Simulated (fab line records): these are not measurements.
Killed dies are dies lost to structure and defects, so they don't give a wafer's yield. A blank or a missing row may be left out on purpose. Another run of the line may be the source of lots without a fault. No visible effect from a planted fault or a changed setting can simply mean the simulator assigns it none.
Which tool is to blame? || flow sky130 || 6 lots, 18 wafers sampled, at 1 step of a route of 708

WHAT THE GAUGES READ, wafer by wafer
SKY_POLY_GATE_CD_MEAS_13: the cd target is 150 nm.
{"lot": "L678", "measured": "day 16 17:47", "on": "cd-sem-01", "cd-nm (nm)": "150.0 149.9 149.7"}
{"lot": "L681", "measured": "day 17 23:27", "on": "cd-sem-02", "cd-nm (nm)": "152.5 151.9 153.4"}
{"lot": "L684", "measured": "day 19 00:43", "on": "cd-sem-02", "cd-nm (nm)": "149.3 148.6 148.0"}
{"lot": "L691", "measured": "day 21 15:35", "on": "cd-sem-01", "cd-nm (nm)": "150.5 150.7 150.2"}
{"lot": "L694", "measured": "day 22 22:25", "on": "cd-sem-01", "cd-nm (nm)": "151.2 151.0 152.0"}
{"lot": "L699", "measured": "day 24 10:32", "on": "cd-sem-01", "cd-nm (nm)": "151.7 150.6 149.6"}

WHICH TOOL RAN EACH LOT (tool, then ch and the chambers of the sampled wafers, then the start)
Before these readings, the record contains no process step.

THE ANSWER, worked out from the rows above alone
Rule: what is usual is taken from the lots themselves. The widest of any qualifying gaps counts: lots, ordered by their means at a reading, are off when they make up no more than a third of the lots, leave a main group of 4 or more, and stand apart from it by 3 or more times the standard deviation of that group's means. If all means in a main group match to the digits the tables above print for the reading, that group is not used. Also off: a lot with no number at a reading for which 4 or more lots have one. Where the step has rows for the other lots, those lots are counted as sound.
Across all readings shown, no lot is off: no conclusion can be drawn from this.

WHAT WAS PUT IN BY THE SIMULATOR
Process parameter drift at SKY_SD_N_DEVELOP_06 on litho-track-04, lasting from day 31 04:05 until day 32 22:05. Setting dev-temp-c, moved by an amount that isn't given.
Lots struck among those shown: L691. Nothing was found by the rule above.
